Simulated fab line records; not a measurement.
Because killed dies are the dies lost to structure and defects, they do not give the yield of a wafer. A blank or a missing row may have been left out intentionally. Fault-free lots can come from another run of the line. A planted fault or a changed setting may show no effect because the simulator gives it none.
Matching of chambers / flow sky130 / cmp-01 running SKY_VIA3_CMP_02: 4 sister chambers
The step polishes SiO2. 14 wafers are shown with their chamber, then 7 later ones without.

== WAFERS WITH THEIR CHAMBER ==
wafer=L583.2; chamber=0; motor_current_A (A)=14.4; retaining_ring_pressure_frac=0.994; platen_rpm (rpm)=59.92
wafer=L583.5; chamber=0; motor_current_A (A)=13.9; retaining_ring_pressure_frac=0.992; platen_rpm (rpm)=60.07
wafer=L583.6; chamber=1; motor_current_A (A)=13.7; retaining_ring_pressure_frac=1.005; platen_rpm (rpm)=60.05
wafer=L584.2; chamber=0; motor_current_A (A)=13.6; retaining_ring_pressure_frac=0.993; platen_rpm (rpm)=59.95
wafer=L584.4; chamber=3; motor_current_A (A)=11.6; retaining_ring_pressure_frac=0.994; platen_rpm (rpm)=59.99
wafer=L584.5; chamber=3; motor_current_A (A)=10.8; retaining_ring_pressure_frac=1.004; platen_rpm (rpm)=59.99
wafer=L585.2; chamber=1; motor_current_A (A)=14.4; retaining_ring_pressure_frac=0.999; platen_rpm (rpm)=59.99
wafer=L585.4; chamber=2; motor_current_A (A)=12.8; retaining_ring_pressure_frac=0.997; platen_rpm (rpm)=59.97
wafer=L585.6; chamber=0; motor_current_A (A)=14.3; retaining_ring_pressure_frac=1.001; platen_rpm (rpm)=60.01
wafer=L592.1; chamber=2; motor_current_A (A)=12.7; retaining_ring_pressure_frac=1.000; platen_rpm (rpm)=60.02
wafer=L592.2; chamber=3; motor_current_A (A)=11.3; retaining_ring_pressure_frac=0.996; platen_rpm (rpm)=59.94
wafer=L592.5; chamber=2; motor_current_A (A)=12.8; retaining_ring_pressure_frac=0.997; platen_rpm (rpm)=60.02
wafer=L596.1; chamber=0; motor_current_A (A)=14.1; retaining_ring_pressure_frac=0.995; platen_rpm (rpm)=59.91
wafer=L596.2; chamber=3; motor_current_A (A)=11.8; retaining_ring_pressure_frac=1.003; platen_rpm (rpm)=59.95

SIGNATURES (means of the wafers above)
reading=motor_current_A; chamber 0=14.060; chamber 1=14.050; chamber 2=12.767; chamber 3=11.375; scatter within a chamber=0.351
reading=retaining_ring_pressure_frac; chamber 0=0.99500; chamber 1=1.00200; chamber 2=0.99800; chamber 3=0.99925; scatter within a chamber=0.00386
reading=platen_rpm; chamber 0=59.9720; chamber 1=60.0200; chamber 2=60.0033; chamber 3=59.9675; scatter within a chamber=0.0486
Rule: a wafer lies at a distance from a chamber equal to the root of the sum of squares, over the readings, of (its reading less the chamber's mean, divided by the reading's scatter). If the next closest chamber is less than 2 further off than the closest, the wafer can't be placed; otherwise it belongs to the closest. The scatter is the square root of a quotient: the sum, over the shown wafers, of each reading's squared deviation from its chamber's mean, divided by wafers minus chambers.

== WAFERS MISSING THEIR CHAMBER ==
wafer=L596.3; motor_current_A (A)=12.6; retaining_ring_pressure_frac=0.997; platen_rpm (rpm)=60.00
wafer=L597.2; motor_current_A (A)=12.8; retaining_ring_pressure_frac=0.994; platen_rpm (rpm)=59.99
wafer=L597.5; motor_current_A (A)=14.3; retaining_ring_pressure_frac=1.008; platen_rpm (rpm)=59.97
wafer=L597.6; motor_current_A (A)=13.9; retaining_ring_pressure_frac=0.997; platen_rpm (rpm)=59.94
wafer=L604.1; motor_current_A (A)=13.7; retaining_ring_pressure_frac=0.999; platen_rpm (rpm)=59.96
wafer=L604.2; motor_current_A (A)=13.2; retaining_ring_pressure_frac=0.994; platen_rpm (rpm)=60.05
wafer=L604.5; motor_current_A (A)=11.0; retaining_ring_pressure_frac=1.003; platen_rpm (rpm)=60.02

== WHICH CHAMBER EACH WENT THROUGH ==
wafer=L596.3; from the rows above=2; in truth=2
wafer=L597.2; from the rows above=2; in truth=2
wafer=L597.5; from the rows above=can't be placed: 1 or 0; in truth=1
wafer=L597.6; from the rows above=can't be placed: 0 or 1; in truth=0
wafer=L604.1; from the rows above=can't be placed: 0 or 1 or 2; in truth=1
wafer=L604.2; from the rows above=can't be placed: 2 or 0 or 1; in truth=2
wafer=L604.5; from the rows above=3; in truth=3
Placed correctly: 3 of 7. Unplaceable from these rows: 4, with the true chamber sitting among the candidates in 4. Wrongly placed: 0.
